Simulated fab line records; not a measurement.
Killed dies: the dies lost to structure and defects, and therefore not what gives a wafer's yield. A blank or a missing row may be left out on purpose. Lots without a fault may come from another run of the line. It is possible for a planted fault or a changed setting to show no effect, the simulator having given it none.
Chamber matching -- flow gf180mcu -- GF_V3_CMP_26 on cmp-01: 4 sister chambers
The step polishes, stops on SiO2, t overpolish 15 s, target thk 0 nm. 8 wafers are shown with their chamber, then 7 later ones without.

== WAFERS, EACH WITH ITS CHAMBER ==
wafer,chamber,motor-current-A (A),overpolish-run-s (s)
L626.1,1,10.8,14.996
L638.3,3,10.5,15.003
L638.5,1,11.2,14.981
L639.2,3,10.5,15.006
L639.4,0,10.8,14.989
L639.6,2,10.1,15.002
L640.1,2,10.7,15.005
L640.2,0,11.7,14.984

== WAFERS WITHOUT THEIR CHAMBER ==
wafer,motor-current-A (A),overpolish-run-s (s)
L640.6,11.3,15.001
L644.1,10.2,14.998
L644.2,12.1,14.981
L644.4,10.6,15.000
L645.1,12.2,14.994
L645.2,11.6,15.005
L645.4,10.5,15.011

== WHICH CHAMBER EACH WENT THROUGH ==
wafer,from the rows above,in truth
L640.6,can't be placed: 3 or 2 or 1 or 0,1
L644.1,can't be placed: 2 or 3 or 1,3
L644.2,can't be placed: 0 or 1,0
L644.4,can't be placed: 2 or 3 or 1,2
L645.1,can't be placed: 0 or 1 or 3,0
L645.2,can't be placed: 3 or 2 or 1 or 0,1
L645.4,can't be placed: 3 or 2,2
Placed correctly: 0 of 7. Unplaceable from these rows: 7, with the true chamber sitting among the candidates in 7. Placed wrongly: 0.
How it was worked out, from the rows above alone: a wafer's distance from a chamber is the root of the sum, over the readings, of the square of ((its reading less the chamber's mean) divided by the reading's scatter). If the next closest chamber is less than 2 further off than the closest, the wafer can't be placed; otherwise it belongs to the closest. For every chamber, the mean is computed from those of its wafers that are shown. The scatter is the square root of a quotient: the sum, over the shown wafers, of each reading's squared deviation from its chamber's mean, divided by wafers minus chambers.
